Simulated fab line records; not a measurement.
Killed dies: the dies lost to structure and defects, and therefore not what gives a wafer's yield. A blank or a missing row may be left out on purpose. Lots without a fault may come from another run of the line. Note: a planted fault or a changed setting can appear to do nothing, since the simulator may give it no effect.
fab line records | flow sky130
record lots=6 wafers=17 last-day=49
route steps=708 shown CONTACT@426 METAL1@434 PAD_OPEN@708
lots with no fault: from the same line, run without faults
start-h: hours from the record's first day to the start of the lot's first wafer shown | wait-h: hours since the lot's step before | " unchanged from the row above | L1.1+2: a row that stands for several wafers | - no value present, or no start provided | * or withheld: withheld | < > ~ a bound
route shown NAME@n: NAME is a module with steps in the file, n the number in the route of the first one | usual: mean and standard deviation over wafers with no fault | same: alike in all rows | chamber/n: place in a boat | sites: per-site readings | _std_site: how widely they spread, as a standard deviation | _edge_site: the outer-site mean with the inner-site mean subtracted | radius-mm: how far each site lies from the wafer's centre | mask NAME#n: copy n | behind: the most recent tool/chamber to have shaped the wafer | hold: why the lot was held/for how many hours/how that ended | device: whichever transistor did not switch (one of n, p or np) | end of line: tests of these same wafers at the route's end | step lacking rows: just its recipe | killed: the dies lost at the first sort to structure and to defects; this is not the yield of the wafer | map: dies across one wafer; x = killed, . = not, _ = none there
set.NAME: the setting that was run; set.NAME@STEP: the one run at that earlier step | model.NAME: the simulator's own value behind a step, which no gauge read
lots seen at some steps along the route; tables by step, rows by wafer
services: a tool's chamber out of use, with start hour (start-h, from the record's first day; less than 0 if before it), hours out, and reason
## steps
# step SKY_CONTACT_STRIP_20
# recipe chemistry=post-etch-residue-remover time-s=1200 temp-c=72.5
# step SKY_CONTACT_CLEAN_21
# recipe chemistry=IPA time-s=180 temp-c=25
# step SKY_CONTACT_CLEAN_22
# recipe chemistry=O3/DIW dry=n2-spin
# step SKY_CONTACT_SPUTTER_23
# recipe material=TiN target-thk-nm=20 chamber-pressure-pa=5 power-w=4000 time-s=80
# usual throttle-valve-pct=29.5/1.5
# columns lot.wafer tool chamber start-h wait-h throttle-valve-pct
L902.1 pvd-sputter-01 - 755.76 0.0 31.4
L902.2 " - " " 29.7
L902.5 " - " " 31.3
L904.1 pvd-sputter-02 - 769.85 0.0 28.1
L904.3 " - " " 29.8
L904.5 " - " " 27.9
L912.1 pvd-sputter-01 - 832.36 0.0 29.8
L912.5 " - " " 29.6
L916.2 pvd-sputter-01 - 859.45 0.0 31.4
L916.5 " - " " 27.9
L916.6 " - " " 30.3
L917.3 pvd-sputter-02 - 869.92 0.0 29.6
L917.4 " - " " 31.1
L917.6 " - " " 31.8
L919.1 pvd-sputter-02 - 883.84 0.0 31.5
L919.4 " - " " 30.1
L919.6 " - " " 29.7
# step SKY_CONTACT_CVD_24
# recipe material=W target-thk-nm=340 time-s=102.12 temp-c=400 pressure-torr=40
# step SKY_CONTACT_RS_MEAS_25
# recipe thk-meas-gauge=four-point-probe reads=W_of_CONTACT_CVD_24+TiN_of_CONTACT_SPUTTER_23
# usual CONTACT_W_RS=0.333/0.0063
# columns lot.wafer tool chamber start-h wait-h CONTACT_W_RS[ohm/sq]
L902.1 film-metro-02 - 755.93 0.1 0.340
L902.2 " - " " 0.338
L902.5 " - " " 0.340
L904.1 film-metro-04 - 770.02 0.1 0.341
L904.3 " - " " 0.330
L904.5 " - " " 0.344
L912.1 film-metro-04 - 832.53 0.1 0.337
L912.5 " - " " 0.323
L916.2 film-metro-04 - 859.65 0.1 0.322
L916.5 " - " " 0.323
L916.6 " - " " 0.330
L917.3 film-metro-01 - 870.13 0.1 0.336
L917.4 " - " " 0.323
L917.6 " - " " 0.327
L919.1 film-metro-01 - 884.01 0.1 0.338
L919.4 " - " " 0.326
L919.6 " - " " 0.340
# step SKY_CONTACT_THK_MEAS_26
# recipe thk-meas-gauge=xrf reads=W_of_CONTACT_CVD_24
# usual CONTACT_W_THK=352/7.5
# columns lot.wafer tool chamber start-h wait-h CONTACT_W_THK[nm]
L902.1 film-metro-02 - 756.05 0.1 345
L902.2 " - " " 348
L902.5 " - " " 346
L904.1 film-metro-04 - 770.14 0.1 343
L904.3 " - " " 354
L904.5 " - " " 342
L912.1 film-metro-04 - 832.65 0.1 347
L912.5 " - " " 365
L916.2 film-metro-04 - 859.76 0.1 361
L916.5 " - " " 359
L916.6 " - " " 353
L917.3 film-metro-01 - 870.23 0.1 344
L917.4 " - " " 360
L917.6 " - " " 356
L919.1 film-metro-01 - 884.13 0.1 345
L919.4 " - " " 356
L919.6 " - " " 342
# step SKY_CONTACT_CMP_27
# recipe stop-on=SiO2 t-overpolish-s=15 down-force-psi=3.5 platen-rpm=60 target-thk-nm=0 pad-velocity-m-s=0.94248
# step SKY_METAL1_SPUTTER_00
# recipe material=Ti target-thk-nm=15 power-w=3000 time-s=10 chamber-pressure-pa=0.4
# usual throttle-valve-pct=29.9/0.96
# columns lot.wafer tool chamber start-h wait-h throttle-valve-pct
L902.1 pvd-sputter-04 - 756.41 0.2 30.6
L902.2 " - " " 30.5
L902.5 " - " " 31.1
L904.1 pvd-sputter-03 - 770.50 0.1 30.0
L904.3 " - " " 29.7
L904.5 " - " " 29.6
L912.1 pvd-sputter-04 - 833.11 0.2 30.7
L912.5 " - " " 28.5
L916.2 pvd-sputter-04 - 860.11 0.2 31.4
L916.5 " - " " 30.7
L916.6 " - " " 31.0
L917.3 pvd-sputter-03 - 870.57 0.2 29.6
L917.4 " - " " 29.6
L917.6 " - " " 29.7
L919.1 pvd-sputter-03 - 884.49 0.2 29.6
L919.4 " - " " 29.6
L919.6 " - " " 29.9
# step SKY_METAL1_SPUTTER_01
# recipe material=TiN target-thk-nm=20 power-w=6500 time-s=16.7 chamber-pressure-pa=0.4
# step SKY_METAL1_SPUTTER_02
# recipe material=AlCu target-thk-nm=250 power-w=10600 time-s=13.3 chamber-pressure-pa=0.4
# usual throttle-valve-pct=29.9/0.99
# columns lot.wafer tool chamber start-h wait-h throttle-valve-pct
L902.1 pvd-sputter-04 - 756.46 0.0 30.6
L902.2 " - " " 30.8
L902.5 " - " " 31.4
L904.1 pvd-sputter-03 - 770.55 0.0 29.9
L904.3 " - " " 29.6
L904.5 " - " " 29.6
L912.1 pvd-sputter-04 - 833.16 0.0 30.8
L912.5 " - " " 28.4
L916.2 pvd-sputter-04 - 860.15 0.0 31.3
L916.5 " - " " 30.6
L916.6 " - " " 30.6
L917.3 pvd-sputter-03 - 870.62 0.0 29.8
L917.4 " - " " 29.7
L917.6 " - " " 29.3
L919.1 pvd-sputter-03 - 884.54 0.0 29.5
L919.4 " - " " 29.3
L919.6 " - " " 29.8
# step SKY_METAL1_SPUTTER_03
# recipe material=Ti target-thk-nm=5 power-w=3000 time-s=3.3 chamber-pressure-pa=0.4
# step SKY_METAL1_SPUTTER_04
# recipe material=TiN target-thk-nm=70 power-w=6500 time-s=58.3 chamber-pressure-pa=0.4
# usual throttle-valve-pct=29.9/0.96
# columns lot.wafer tool chamber start-h wait-h throttle-valve-pct model.TiN_of_METAL1_SPUTTER_04.thk-nm
L902.1 pvd-sputter-04 - 756.50 0.0 30.6 71.16
L902.2 " - " " 30.8 70.61
L902.5 " - " " 31.0 71.04
L904.1 pvd-sputter-03 - 770.59 0.0 30.0 69.16
L904.3 " - " " 29.1 69.62
L904.5 " - " " 29.7 69.29
L912.1 pvd-sputter-04 - 833.20 0.0 30.8 71.2
L912.5 " - " " 28.9 111
L916.2 pvd-sputter-04 - 860.20 0.0 31.4 71.14
L916.5 " - " " 31.0 112.2
L916.6 " - " " 30.9 111.1
L917.3 pvd-sputter-03 - 870.66 0.0 30.1 70.58
L917.4 " - " " 29.5 70.44
L917.6 " - " " 29.6 70.73
L919.1 pvd-sputter-03 - 884.59 0.0 29.5 71.39
L919.4 " - " " 29.5 70.46
L919.6 " - " " 29.6 71.09
# step SKY_METAL1_RS_MEAS_05
# recipe thk-meas-gauge=four-point-probe reads=TiN_of_METAL1_SPUTTER_04+Ti_of_METAL1_SPUTTER_03+AlCu_of_METAL1_SPUTTER_02+TiN_of_METAL1_SPUTTER_01+Ti_of_METAL1_SPUTTER_00
# usual METAL1_ALCU_RS=0.1274/0.0013
# columns lot.wafer tool chamber start-h wait-h hold METAL1_ALCU_RS[ohm/sq]
L902.1 film-metro-03 - 756.55 0.0 - 0.1275
L902.2 " - " " - 0.1276
L902.5 " - " " - 0.1266
L904.1 film-metro-01 - 770.64 0.0 - 0.1258
L904.3 " - " " - 0.1256
L904.5 " - " " - 0.1256
L912.1 film-metro-02 - 833.25 0.0 await-dispo/0.2h/release 0.1303
L912.5 " - " " await-dispo/0.2h/release 0.1281
L912.1 film-metro-02 - 833.54 0.3 - 0.1305
L912.5 " - " " - 0.1285
L916.2 film-metro-01 - 860.27 0.0 await-dispo/0.2h/release 0.1290
L916.5 " - " " await-dispo/0.2h/release 0.1281
L916.6 " - " " await-dispo/0.2h/release 0.1278
L916.2 film-metro-01 - 860.55 0.3 - 0.1294
L916.5 " - " " - 0.1284
L916.6 " - " " - 0.1278
L917.3 film-metro-01 - 870.75 0.1 - 0.1265
L917.4 " - " " - 0.1251
L917.6 " - " " - 0.1261
L919.1 film-metro-02 - 884.63 0.0 - 0.1248
L919.4 " - " " - 0.1255
L919.6 " - " " - 0.1253
# step SKY_METAL1_THK_MEAS_06
# recipe thk-meas-gauge=xrf reads=AlCu_of_METAL1_SPUTTER_02
# usual METAL1_ALCU_THK=246.6/2.9
# columns lot.wafer tool chamber start-h wait-h hold METAL1_ALCU_THK[nm]
L902.1 film-metro-03 - 756.67 0.1 - 246.6
L902.2 " - " " - 245.8
L902.5 " - " " - 247.5
L904.1 film-metro-01 - 770.76 0.1 - 250.2
L904.3 " - " " - 250.5
L904.5 " - " " - 250.6
L912.1 film-metro-02 - 838.38 4.8 await-dispo/0.2h/release 243.7
L912.5 " - " " await-dispo/0.2h/release 226.8
L912.1 film-metro-02 - 838.62 0.2 - 240.9
L912.5 " - " " - 227.5
L916.2 film-metro-01 - 861.90 1.3 await-dispo/0.2h/release 241.5
L916.5 " - " " await-dispo/0.2h/release 221.4
L916.6 " - " " await-dispo/0.2h/release 223.1
L916.2 film-metro-01 - 862.12 0.2 - 241.2
L916.5 " - " " - 220.7
L916.6 " - " " - 222.0
L917.3 film-metro-01 - 870.85 0.1 - 246.4
L917.4 " - " " - 251.1
L917.6 " - " " - 246.8
L919.1 film-metro-02 - 884.75 0.1 - 251.5
L919.4 " - " " - 250.9
L919.6 " - " " - 250.3
# step SKY_METAL1_HMDS_08
# recipe prime-time-s=60 prime-temp-c=120
# step SKY_METAL1_COAT_09
# recipe resist=BARC temp-c=withheld time-s=withheld spin-rpm=3000 resist-thk-nm=60
# step SKY_METAL1_COAT_10
# recipe resist=KrF-thick spin-rpm=3000 resist-thk-nm=450
# step SKY_METAL1_SOFTBAKE_11
# recipe temp-c=100 time-s=90 resist=KrF-thick
# step SKY_METAL1_EXPOSE_12
# recipe mask-id=MM1 na=0.8 source-shape=annular sigma-inner=0.55 sigma-outer=0.85 target-cd-nm=140 dose-mj=28
# step SKY_METAL1_PEB_13
# recipe peb-temp-c=withheld peb-time-s=withheld resist=KrF-thick
# step SKY_METAL1_DEVELOP_14
# recipe develop-time-s=60 resist=KrF-thick dev-temp-c=21
# step SKY_METAL1_CD_MEAS_15
# recipe target-cd-nm=140
# usual cd-nm=139.4/1.6
# columns lot.wafer tool chamber start-h wait-h cd-nm
L902.1 cd-sem-02 - 783.35 - 139.1
L902.2 " - " " 138.7
L902.5 " - " " 139.2
L904.1 cd-sem-01 - 796.93 - 141.4
L904.3 " - " " 142.0
L904.5 " - " " 139.9
L912.1 cd-sem-01 - 859.48 - 136.9
L912.5 " - " " 136.5
L916.2 cd-sem-01 - 886.11 - 141.5
L916.5 " - " " 141.1
L916.6 " - " " 141.9
L917.3 cd-sem-01 - 895.53 - 138.0
L917.4 " - " " 137.9
L917.6 " - " " 138.6
L919.1 cd-sem-01 - 909.74 - 142.5
L919.4 " - " " 141.4
L919.6 " - " " 142.7
# step SKY_METAL1_OVL_MEAS_16
# usual METAL1_OVL=-6/5.6
# columns lot.wafer tool chamber start-h wait-h METAL1_OVL[nm]
L902.1 overlay-02 - 783.47 0.1 2
L902.2 " - " " -6
L902.5 " - " " -14
L904.1 overlay-02 - 797.05 0.1 -3
L904.3 " - " " -5
L904.5 " - " " -1
L912.1 overlay-01 - 859.60 0.1 -1
L912.5 " - " " -2
L916.2 overlay-01 - 886.21 0.1 -10
L916.5 " - " " -17
L916.6 " - " " -5
L917.3 overlay-01 - 895.62 0.1 -11
L917.4 " - " " -5
L917.6 " - " " -9
L919.1 overlay-01 - 909.86 0.1 3
L919.4 " - " " -6
L919.6 " - " " -3
# step SKY_METAL1_DESCUM_17
# recipe chemistry=O2 source-power-w=150 bias-power-w=0 pressure-mtorr=10 temp-c=40 time-s=8
# usual drypump-motor-current-A=5.68/0.25 oes-product-au=1.001/0.008 rf-fwd-power-W=147.5/0.94
# columns lot.wafer tool chamber start-h wait-h drypump-motor-current-A oes-product-au rf-fwd-power-W rf-hours-counter-h
L902.1 rie-metal-01 1 783.51 0.0 5.59 1.003 146.5 13
L902.2 " 0 " " 5.91 0.983 147.8 1
L902.5 " 0 " " 5.94 0.995 148.0 -
L904.1 rie-metal-01 0 797.09 0.0 5.86 1.007 148.4 1
L904.3 " 1 " " 5.57 1.005 146.5 -
L904.5 " 0 " " 5.90 0.996 148.0 -
L912.1 rie-metal-01 0 859.64 0.0 5.88 0.990 147.5 3
L912.5 " 1 " " 5.54 0.996 146.1 -
L916.2 rie-metal-01 0 886.24 0.0 5.90 0.989 148.2 5
L916.5 " 0 " " 5.88 0.997 148.1 -
L916.6 " 1 " " 5.57 0.993 146.2 -
L917.3 rie-metal-03 1 895.67 0.0 5.78 0.997 147.8 -
L917.4 " 1 " " 5.79 1.002 148.1 -
L917.6 " 1 " " 5.78 1.000 147.1 -
L919.1 rie-metal-03 0 909.89 0.0 5.85 1.005 149.0 0
L919.4 " 0 " " 5.85 1.005 149.2 -
L919.6 " 1 " " 5.78 0.998 147.9 -
# step SKY_METAL1_ETCH_18
# recipe chemistry=N2/H2 target=BARC ion-energy-ev=200 bias-w=100 pressure-mtorr=30 n2-flow-sccm=100 h2-flow-sccm=200 icp-w=500 stop-on=SiO2 time-s=45.9 target-depth-a=600
# usual drypump-motor-current-A=5.69/0.25 oes-product-au=0.855/0.005 rf-fwd-power-W=495.9/2.2 throttle-valve-pct=13.225/0.0089
# columns lot.wafer tool chamber start-h wait-h drypump-motor-current-A oes-product-au rf-fwd-power-W rf-hours-counter-h throttle-valve-pct
L902.1 rie-metal-01 1 783.54 0.0 5.57 0.858 491.5 13 13.224
L902.2 " 0 " " 5.89 0.852 496.8 1 13.223
L902.5 " 0 " " 5.89 0.859 498.7 - 13.224
L904.1 rie-metal-01 0 797.12 0.0 5.92 0.855 498.0 1 13.235
L904.3 " 1 " " 5.56 0.858 491.8 - 13.229
L904.5 " 0 " " 5.91 0.866 495.6 - 13.224
L912.1 rie-metal-01 0 859.67 0.0 5.92 0.861 496.5 3 13.218
L912.5 " 1 " " 5.57 0.860 497.0 - 13.228
L916.2 rie-metal-01 0 886.28 0.0 5.94 0.856 496.6 5 13.214
L916.5 " 0 " " 5.92 0.860 498.5 - 13.230
L916.6 " 1 " " 5.59 0.855 495.7 - 13.225
L917.3 rie-metal-03 1 895.75 0.1 5.79 0.853 496.4 - 13.229
L917.4 " 1 " " 5.80 0.848 496.8 - 13.222
L917.6 " 1 " " 5.79 0.851 497.0 - 13.225
L919.1 rie-metal-03 0 909.92 0.0 5.87 0.843 498.2 0 13.217
L919.4 " 0 " " 5.88 0.855 497.5 - 13.217
L919.6 " 1 " " 5.82 0.844 495.6 - 13.237
# step SKY_METAL1_METAL_ETCH_19
# recipe target-depth-a=3600 stop-on=SiO2 over-etch-frac=0.3 time-s=78 chemistry=Cl2/BCl3 resist-sidewall-deg=88 pressure-mtorr=10 icp-w=900 bias-w=48.5 Cl2_flow_sccm=60 bcl3-flow-sccm=30
# step SKY_METAL1_STRIP_20
# recipe chemistry=O2/N2 power-w=1400 pressure-mtorr=1500 platen-temp-c=withheld o2-flow-sccm=3000 n2-flow-sccm=300 overash-fraction=0.5
# step SKY_METAL1_STRIP_21
# recipe chemistry=post-etch-residue-remover time-s=1200 temp-c=72.5
# columns lot.wafer tool chamber start-h wait-h model.TiN_of_METAL1_SPUTTER_04.thk-nm
L902.1 wet-bench-01 2 783.79 0.1 70.73
L902.2 " 2 " " 70.18
L902.5 " 2 " " 70.62
L904.1 wet-bench-04 1 797.38 0.1 68.74
L904.3 " 1 " " 69.19
L904.5 " 1 " " 68.86
L912.1 wet-bench-04 3 859.93 0.1 70.79
L912.5 " 3 " " 110.6
L916.2 wet-bench-01 3 886.53 0.1 70.73
L916.5 " 3 " " 111.8
L916.6 " 3 " " 110.7
L917.3 wet-bench-02 1 896.11 0.0 70.16
L917.4 " 1 " " 70.02
L917.6 " 1 " " 70.31
L919.1 wet-bench-02 1 910.18 0.1 70.97
L919.4 " 1 " " 70.04
L919.6 " 1 " " 70.67
# step SKY_METAL1_CLEAN_22
# recipe chemistry=IPA time-s=180 temp-c=25
# step SKY_PAD_OPEN_PROBE_99
# usual defect-limited-yield=82.4/1.9 killed_at_M0_to_M3=44/7 killed_at_M4_up=3.2/1.8 killed-at-contacts=24/5.1 killed-at-front-end=15/4.3 killed-at-other=0.3/0.5 killed-dies=86/9.6 killed-open=48/7.1 killed-short=38/6.7 sort_bin_3_pad_short=0.9/0.44 sort_bin_5_function=10.3/1.5 sort_bin_6_memory=6.4/1.1 sort-n-pass=406/9.6 sort-yield-pct=82.4/1.9
# same gross-dies=492 killed-at-back-side=0 sort_bin_4_leakage[%]=0 sort_bin_8_speed[%]=0
# columns lot.wafer tool chamber start-h wait-h defect-limited-yield[%] killed_at_M0_to_M3 killed_at_M4_up killed-at-contacts killed-at-front-end killed-at-other killed-dies killed-open killed-short sort_bin_3_pad_short[%] sort_bin_5_function[%] sort_bin_6_memory[%] sort-n-pass sort-yield-pct[%] model.etest.via1-chain.rc-ohm
L902.1 prober-01 - 1091.74 0.1 80.5 52 5 27 12 0 96 61 35 0.8 11.4 7.3 396 80.5 16.47
L902.2 prober-01 - 1091.79 0.1 79.1 70 2 18 13 0 103 68 35 1.2 11.4 8.3 389 79.1 16.88
L902.5 prober-01 - 1091.94 0.2 81.7 49 1 25 15 0 90 45 45 1.2 11.2 5.9 402 81.7 16.61
L904.1 prober-01 - 1101.88 0.1 83.5 42 3 24 12 0 81 44 37 1.0 10.4 5.1 411 83.5 15.64
L904.3 prober-01 - 1101.98 0.2 82.1 41 3 27 17 0 88 51 37 0.6 11.2 6.1 404 82.1 15.59
L904.5 prober-01 - 1102.08 0.2 82.9 38 0 22 24 0 84 46 38 0.6 11.0 5.5 408 82.9 16.43
L912.1 prober-01 - 1148.95 0.1 81.5 50 3 26 11 1 91 46 43 1.4 11.4 5.7 401 81.5 16.02
L912.5 prober-01 - 1149.15 0.2 79.5 51 3 28 19 0 101 53 47 1.6 12.2 6.7 391 79.5 18.47
L916.2 prober-01 - 1166.61 0.1 80.3 43 2 22 30 0 97 44 53 1.0 13.4 5.3 395 80.3 15.64
L916.5 prober-01 - 1166.76 0.2 86.0 39 5 10 14 1 69 37 32 0.8 7.9 5.3 423 86.0 18.29
L916.6 prober-01 - 1166.81 0.2 81.3 40 5 33 14 0 92 49 42 1.4 9.6 7.7 400 81.3 18.94
L917.3 prober-02 - 1174.28 0.2 82.9 46 3 24 11 0 84 35 49 1.2 11.8 4.1 408 82.9 16.98
L917.4 prober-02 - 1174.33 0.2 85.0 29 6 18 20 1 74 31 43 0.8 9.1 5.1 418 85.0 15.99
L917.6 prober-02 - 1174.43 0.2 86.0 36 0 17 16 0 69 41 28 0.6 8.9 4.5 423 86.0 15.7
L919.1 prober-02 - 1183.74 0.1 80.9 48 3 30 13 0 94 51 43 1.4 10.6 7.1 398 80.9 16.75
L919.4 prober-02 - 1183.89 0.2 78.3 54 5 31 17 0 107 61 46 0.8 13.2 7.7 385 78.3 17.73
L919.6 prober-02 - 1183.99 0.2 81.1 52 5 22 14 0 93 49 44 0.8 12.2 5.9 399 81.1 16.82
# killed by level:class
L902.1 CONTACT:geometric-particle:open=13 VIA1:geometric-particle:open=13 VIA1:geometric-particle:short=12 VIA3:geometric-particle:open=9 VIA2:geometric-particle:open=8 LI_CONTACT:geometric-particle:open=7 FIELD_ISO:geometric-particle:open=4 METAL4:geometric-particle:short=3
L902.2 VIA1:geometric-particle:open=16 VIA3:geometric-particle:open=14 VIA2:geometric-particle:open=13 CONTACT:geometric-particle:open=8 METAL1:geometric-particle:short=8 METAL2:geometric-particle:short=5 FIELD_ISO:geometric-particle:short=4 FIELD_ISO:geometric-particle:open=4
L902.5 CONTACT:geometric-particle:open=9 LI_CONTACT:geometric-particle:open=7 METAL1:geometric-particle:short=6 VIA2:geometric-particle:open=6 VIA1:geometric-particle:short=6 VIA1:geometric-particle:open=6 METAL2:geometric-particle:short=6 LOCAL_INTERCONNECT:geometric-particle:short=5
L904.1 VIA1:geometric-particle:open=11 CONTACT:geometric-particle:open=8 VIA3:geometric-particle:open=7 VIA1:geometric-particle:short=7 LI_CONTACT:geometric-particle:short=6 FIELD_ISO:geometric-particle:short=5 LI_CONTACT:geometric-particle:open=5 VIA2:geometric-particle:open=5
L904.3 VIA1:geometric-particle:open=12 CONTACT:geometric-particle:open=9 VIA2:geometric-particle:open=8 LI_CONTACT:geometric-particle:open=7 LI_CONTACT:geometric-particle:short=6 METAL2:geometric-particle:short=6 FIELD_ISO:geometric-particle:short=4 POLY_GATE:geometric-particle:open=4
L904.5 VIA1:geometric-particle:open=13 FIELD_ISO:geometric-particle:open=7 FIELD_ISO:geometric-particle:short=5 LI_CONTACT:geometric-particle:open=5 LOCAL_INTERCONNECT:geometric-particle:short=5 CONTACT:geometric-particle:open=5 METAL1:geometric-particle:short=5 POLY_GATE:geometric-particle:open=4
L912.1 LI_CONTACT:geometric-particle:open=11 METAL2:geometric-particle:short=9 METAL1:geometric-particle:short=8 VIA1:geometric-particle:open=8 VIA3:geometric-particle:open=8 CONTACT:geometric-particle:open=7 VIA1:geometric-particle:short=7 LOCAL_INTERCONNECT:geometric-particle:short=4
L912.5 VIA1:geometric-particle:open=14 LI_CONTACT:geometric-particle:open=10 CONTACT:geometric-particle:open=9 METAL2:geometric-particle:short=7 VIA2:geometric-particle:open=6 VIA1:geometric-particle:short=6 FIELD_ISO:geometric-particle:open=5 FIELD_ISO:geometric-particle:short=5
L916.2 CONTACT:geometric-particle:open=11 FIELD_ISO:geometric-particle:short=8 POLY_GATE:geometric-particle:short=8 METAL1:geometric-particle:short=7 FIELD_ISO:geometric-particle:open=6 VIA1:geometric-particle:open=6 VIA2:geometric-particle:open=6 METAL3:geometric-particle:short=6
L916.5 VIA1:geometric-particle:open=9 VIA3:geometric-particle:open=9 METAL1:geometric-particle:short=7 CONTACT:geometric-particle:open=6 FIELD_ISO:geometric-particle:short=5 VIA2:geometric-particle:open=5 METAL4:geometric-particle:short=4 METAL2:geometric-particle:short=4
L916.6 CONTACT:geometric-particle:open=11 VIA1:geometric-particle:open=10 LI_CONTACT:geometric-particle:open=8 METAL3:geometric-particle:short=6 CONTACT:geometric-particle:short=6 METAL2:geometric-particle:short=5 VIA3:geometric-particle:open=5 POLY_GATE:geometric-particle:open=4
L917.3 CONTACT:geometric-particle:open=13 METAL2:geometric-particle:short=9 FIELD_ISO:geometric-particle:short=7 METAL1:geometric-particle:short=7 VIA3:geometric-particle:open=6 LI_CONTACT:geometric-particle:short=5 VIA1:geometric-particle:short=5 VIA1:geometric-particle:open=5
L917.4 CONTACT:geometric-particle:open=7 METAL1:geometric-particle:short=7 FIELD_ISO:geometric-particle:short=5 POLY_GATE:geometric-particle:short=5 VIA1:geometric-particle:open=5 FIELD_ISO:geometric-particle:open=4 METAL4:geometric-particle:short=4 CONTACT:geometric-particle:short=4
L917.6 CONTACT:geometric-particle:open=7 VIA1:geometric-particle:open=7 METAL2:geometric-particle:short=7 LI_CONTACT:geometric-particle:open=5 VIA2:geometric-particle:open=5 POLY_GATE:geometric-particle:open=4 VIA3:geometric-particle:open=4 FIELD_ISO:geometric-particle:open=3
L919.1 VIA2:geometric-particle:open=10 LI_CONTACT:geometric-particle:open=9 CONTACT:geometric-particle:open=8 FIELD_ISO:geometric-particle:short=7 LOCAL_INTERCONNECT:geometric-particle:short=7 VIA3:geometric-particle:open=7 VIA1:geometric-particle:short=5 METAL1:geometric-particle:short=5
L919.4 VIA1:geometric-particle:open=11 VIA2:geometric-particle:open=10 LI_CONTACT:geometric-particle:open=9 CONTACT:geometric-particle:open=8 VIA3:geometric-particle:short=8 VIA3:geometric-particle:open=7 FIELD_ISO:geometric-particle:open=6 LI_CONTACT:geometric-particle:short=6
L919.6 VIA1:geometric-particle:open=10 VIA3:geometric-particle:open=9 LI_CONTACT:geometric-particle:open=7 METAL1:geometric-particle:short=7 LOCAL_INTERCONNECT:geometric-particle:short=6 VIA2:geometric-particle:open=6 CONTACT:geometric-particle:open=5 VIA3:geometric-particle:short=5
## services
# columns tool chamber start-h hours kind
pvd-sputter-03 - 799.00 24.2 repair
pvd-sputter-04 1 809.19 - consumable-replace:kit
pvd-sputter-04 1 809.19 18.0 scheduled-down
pvd-sputter-04 1 809.19 18.0 vent-cycle
pvd-sputter-04 - 810.55 0.9 repair
pvd-sputter-03 0 826.13 - consumable-replace:kit
pvd-sputter-03 0 826.13 18.0 scheduled-down
pvd-sputter-03 0 826.13 18.0 vent-cycle
pvd-sputter-02 3 832.59 - consumable-replace:kit
pvd-sputter-02 3 832.59 18.0 scheduled-down
pvd-sputter-02 3 832.59 18.0 vent-cycle
rie-metal-03 0 878.02 - clean
rie-metal-03 0 878.02 22.2 scheduled-down
rie-metal-03 0 878.02 22.2 vent-cycle
rie-metal-01 - 888.76 1.3 repair
pvd-sputter-01 0 897.04 - consumable-replace:kit
pvd-sputter-01 0 897.04 18.0 scheduled-down
pvd-sputter-01 0 897.04 18.0 vent-cycle
## key
first-sign step=SKY_METAL1_RS_MEAS_05 reading=visit direction=added
effect step=SKY_METAL1_THK_MEAS_06 reading=visit direction=added
effect step=SKY_METAL1_THK_MEAS_06 reading=METAL1_ALCU_THK direction=down sigmas=7.9 usual=246.6 struck=223.8
model-effect step=SKY_METAL1_SPUTTER_04 value=TiN_of_METAL1_SPUTTER_04.thk-nm without=70.68 struck=111.4
model-effect step=SKY_METAL1_STRIP_21 value=TiN_of_METAL1_SPUTTER_04.thk-nm without=70.26 struck=111
model-effect step=SKY_PAD_OPEN_PROBE_99 value=etest.via1-chain.rc-ohm without=16.51 struck=18.57
met-at SKY_METAL1_SPUTTER_04
struck-wafers L912.5,L916.5,L916.6
onset-between 756.50 833.20
fault kind=process-parameter-drift tool=pvd-sputter-04 chamber=- onset-h=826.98 steps=SKY_METAL1_SPUTTER_04 channel=target-thk-nm offset=40.756 shape=step end-h=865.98 scope=struck-wafers-only acts-in=these-recipes-only stated=70
